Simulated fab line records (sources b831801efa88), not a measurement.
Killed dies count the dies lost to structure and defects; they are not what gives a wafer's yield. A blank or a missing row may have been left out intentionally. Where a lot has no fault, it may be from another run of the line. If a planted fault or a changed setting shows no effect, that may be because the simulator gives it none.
Problem report, 8D (eight disciplines) form, completed by code :: flow gf180mcu :: the parts of the form that need people (team, actions taken, sign-off) are left out

1. WHAT WENT WRONG
Mean HV_LDD_RS at GF_HV_LDD_RS_MEAS_53: 440.6 ohm/sq over 6 wafers in 2 lots; fault-free wafers: 418.3 ohm/sq, standard deviation 0.89. Relative to the usual mean, that is a shift of +25 standard deviations.
The step: measures by four-point-probe.
Seen first at day 17 03:13 on film metro-01, wafer L210.2. At this step, 33 wafers from 11 lots have a number in the record. Rule for "out" (also "out of limits"): further than 4 standard deviations from the usual mean. All remaining wafers that have a number are taken as sound.

2. WHAT THIS IS AND IS NOT
question: which readings at this step
is: HV_LDD_RS
is not: -

question: which lots
is: L210, L211
is not: L198, L201, L202, L203, L209, L212, L217, L220, L221

question: which wafers of those lots
is: all that have a number
is not: -

question: read on which gauges
is: film metro-01, film metro-04
is not: film metro-02

question: when
is: from day 17 03:13
is not: up to then (15 sound wafers); but 12 sound wafers of L212, L217, L220, L221 came after

3. THE SUSPECTS, EACH WITH WHAT RULES IT OUT
Counting: a tool at any process step up to the reading remains a suspect when it ran all the lots that are out and ran no sound lot after the first of those.
- the gauge at GF_HV_LDD_RS_MEAS_53 is ruled out. 2 gauges (film metro-01, film metro-04) read the wafers that are out.
- implanter-04 at GF_HV_LDD_IMPLANT_09: kept. It ran every lot that is out, first L210 (day 14 08:19), and no sound lot after that; its last sound lot up to then is L201 (day 11 07:10).
The count leaves implanter-04 at GF_HV_LDD_IMPLANT_09.

4. THE CAUSE (what the simulator had put in)
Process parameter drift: implanter-04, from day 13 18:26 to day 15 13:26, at GF_HV_LDD_IMPLANT_09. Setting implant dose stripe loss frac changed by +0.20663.
Counting left only this tool.

5. SEQUENCE OF EFFECTS, ordered by route
Each row: a reading where the mean over the struck wafers with a number is more than 3 standard deviations away from the usual. Only readings whose record carries a usual standard deviation are examined. hours: median over the lots of the time between each lot's start at the first step of this table that gives one and its start at this step. sigmas: the change, counted in usual standard deviations.
hours: 0
step: GF_HV_LDD_TW_MEAS_11
reading: HV_LDD_TW
usual: 2410
on struck wafers: 2311
change: -99
sigmas: -3.3

hours: 67
step: GF_HV_LDD_RS_MEAS_53
reading: HV_LDD_RS
usual: 418.3 ohm/sq
on struck wafers: 440.6
change: +22.2
sigmas: +25

6. HOW IT WOULD HAVE BEEN CAUGHT EARLIER
In this record the first reading out of limits at a measuring or inspecting step was taken at day 17 03:13, 81 hours after the fault began at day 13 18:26.
Tool readings at GF_HV_LDD_IMPLANT_09 with a usual standard deviation given in the record: none out on any struck wafer, hence no alarm at a limit of 4 standard deviations on them.
The start of GF_HV_LDD_IMPLANT_09 on implanter-04 came by day 17 03:13 for every one of the lots that are out (2). A hold on the tool at that time would have spared none of them.
